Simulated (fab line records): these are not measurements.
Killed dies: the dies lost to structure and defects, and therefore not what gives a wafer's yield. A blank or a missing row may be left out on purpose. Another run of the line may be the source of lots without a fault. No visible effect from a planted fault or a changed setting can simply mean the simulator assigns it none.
Which tool is to blame? / flow sky130 / 12 lots with 36 wafers sampled at 5 steps, on a route of 708 steps

## WHAT THE GAUGES READ, wafer by wafer
SKY_CAPM_THK_MEAS_01.
lot=L075; measured=day 36 17:11; on=film metro-04; CAPM_CVD_00_THK (nm)=15.46 15.17 15.63
lot=L076; measured=day 37 19:44; on=film metro-01; CAPM_CVD_00_THK (nm)=15.65 15.82 15.56
lot=L079; measured=day 38 03:52; on=film metro-01; CAPM_CVD_00_THK (nm)=15.27 15.29 15.54
lot=L081; measured=day 38 20:50; on=film metro-04; CAPM_CVD_00_THK (nm)=15.62 15.78 15.82
lot=L083; measured=day 39 19:49; on=film metro-01; CAPM_CVD_00_THK (nm)=15.31 15.53 15.60
lot=L085; measured=day 40 12:21; on=film metro-04; CAPM_CVD_00_THK (nm)=15.19 15.59 15.59
lot=L087; measured=day 40 20:38; on=film metro-01; CAPM_CVD_00_THK (nm)=15.49 15.71 15.63
lot=L089; measured=day 41 12:25; on=film metro-04; CAPM_CVD_00_THK (nm)=15.53 15.71 15.36
lot=L091; measured=day 42 00:44; on=film metro-03; CAPM_CVD_00_THK (nm)=15.61 15.59 15.67
lot=L093; measured=day 42 11:44; on=film metro-03; CAPM_CVD_00_THK (nm)=15.55 15.60 15.66
lot=L095; measured=day 42 22:01; on=film metro-03; CAPM_CVD_00_THK (nm)=15.52 15.23 15.58
lot=L097; measured=day 43 16:55; on=film metro-04; CAPM_CVD_00_THK (nm)=15.81 15.90 16.07

## WHAT TOOL EACH LOT RAN ON (gives the tool, then ch and the chambers of the sampled wafers, and finally the start)
lot=L075; SKY_VIA1_ETCH_15=rie diel-04 ch 0,1,3, day 34 10:48; SKY_METAL2_SPUTTER_00=pvd sputter-01, day 34 12:05; SKY_METAL2_SPUTTER_02=pvd sputter-01, day 34 12:07; SKY_METAL3_SPUTTER_04=pvd sputter-03, day 36 17:07
lot=L076; SKY_VIA1_ETCH_15=rie diel-04 ch 1,2, day 35 11:14; SKY_METAL2_SPUTTER_00=pvd sputter-01, day 35 12:30; SKY_METAL2_SPUTTER_02=pvd sputter-01, day 35 12:33; SKY_METAL3_SPUTTER_04=pvd sputter-02, day 37 19:38
lot=L079; SKY_VIA1_ETCH_15=rie diel-03 ch 0,1,2, day 35 18:59; SKY_METAL2_SPUTTER_00=pvd sputter-02, day 35 20:15; SKY_METAL2_SPUTTER_02=pvd sputter-02, day 35 20:18; SKY_METAL3_SPUTTER_04=pvd sputter-03, day 38 03:47
lot=L081; SKY_VIA1_ETCH_15=rie diel-04 ch 2,3, day 36 15:03; SKY_METAL2_SPUTTER_00=pvd sputter-02, day 36 16:19; SKY_METAL2_SPUTTER_02=pvd sputter-02, day 36 16:22; SKY_METAL3_SPUTTER_04=pvd sputter-02, day 38 20:45
lot=L083; SKY_VIA1_ETCH_15=rie diel-04 ch 0,3, day 37 09:41; SKY_METAL2_SPUTTER_00=pvd sputter-01, day 37 10:58; SKY_METAL2_SPUTTER_02=pvd sputter-01, day 37 11:01; SKY_METAL3_SPUTTER_04=pvd sputter-04, day 39 19:44
lot=L085; SKY_VIA1_ETCH_15=rie diel-04 ch 1,3, day 38 03:57; SKY_METAL2_SPUTTER_00=pvd sputter-02, day 38 06:28; SKY_METAL2_SPUTTER_02=pvd sputter-02, day 38 06:31; SKY_METAL3_SPUTTER_04=pvd sputter-03, day 40 12:16
lot=L087; SKY_VIA1_ETCH_15=rie diel-04 ch 0,1,3, day 38 14:35; SKY_METAL2_SPUTTER_00=pvd sputter-02, day 38 15:52; SKY_METAL2_SPUTTER_02=pvd sputter-02, day 38 15:55; SKY_METAL3_SPUTTER_04=pvd sputter-03, day 40 20:34
lot=L089; SKY_VIA1_ETCH_15=rie diel-01 ch 0,1, day 39 04:53; SKY_METAL2_SPUTTER_00=pvd sputter-02, day 39 06:20; SKY_METAL2_SPUTTER_02=pvd sputter-02, day 39 06:23; SKY_METAL3_SPUTTER_04=pvd sputter-02, day 41 12:19
lot=L091; SKY_VIA1_ETCH_15=rie diel-03 ch 1,3, day 39 19:53; SKY_METAL2_SPUTTER_00=pvd sputter-01, day 39 21:10; SKY_METAL2_SPUTTER_02=pvd sputter-01, day 39 21:13; SKY_METAL3_SPUTTER_04=pvd sputter-02, day 42 00:39
lot=L093; SKY_VIA1_ETCH_15=rie diel-01 ch 0,2,3, day 40 06:56; SKY_METAL2_SPUTTER_00=pvd sputter-01, day 40 08:13; SKY_METAL2_SPUTTER_02=pvd sputter-01, day 40 08:16; SKY_METAL3_SPUTTER_04=pvd sputter-03, day 42 11:38
lot=L095; SKY_VIA1_ETCH_15=rie diel-04 ch 1,2,3, day 40 17:10; SKY_METAL2_SPUTTER_00=pvd sputter-04, day 40 18:31; SKY_METAL2_SPUTTER_02=pvd sputter-04, day 40 18:33; SKY_METAL3_SPUTTER_04=pvd sputter-03, day 42 21:56
lot=L097; SKY_VIA1_ETCH_15=rie diel-03 ch 1,3, day 41 13:23; SKY_METAL2_SPUTTER_00=pvd sputter-02, day 41 14:39; SKY_METAL2_SPUTTER_02=pvd sputter-02, day 41 14:43; SKY_METAL3_SPUTTER_04=pvd sputter-02, day 43 16:49
- SKY_VIA1_ETCH_15: etches SiO2 in C4F8/O2/Ar, stops on TiN, target depth 351 nm, time 54 s.
- SKY_METAL2_SPUTTER_00: material Ti, target thk 15 nm, time 10 s.
- SKY_METAL2_SPUTTER_02: material AlCu, target thk 250 nm, time 13.3 s.
- SKY_METAL3_SPUTTER_04: material TiN, target thk 70 nm, time 58.3 s.

## THE ANSWER, worked out from the rows above alone
Rule: the usual values come from the lots themselves. Put in order of their means at a reading, lots are off if they are a third of the lots or fewer, leave a main group of 4 or more, and stand apart from it by a gap of 3 or more times the standard deviation of the main group's means; of several such gaps the widest counts. If all means in a main group match to the digits the tables above print for the reading, that group is not used. Also off: a lot with no number at a reading for which 4 or more lots have one. Any other lot the step has rows for is counted as sound.
Nothing can be told from this: no lot is off at any reading shown.

## WHAT THE SIMULATOR HAD PUT IN
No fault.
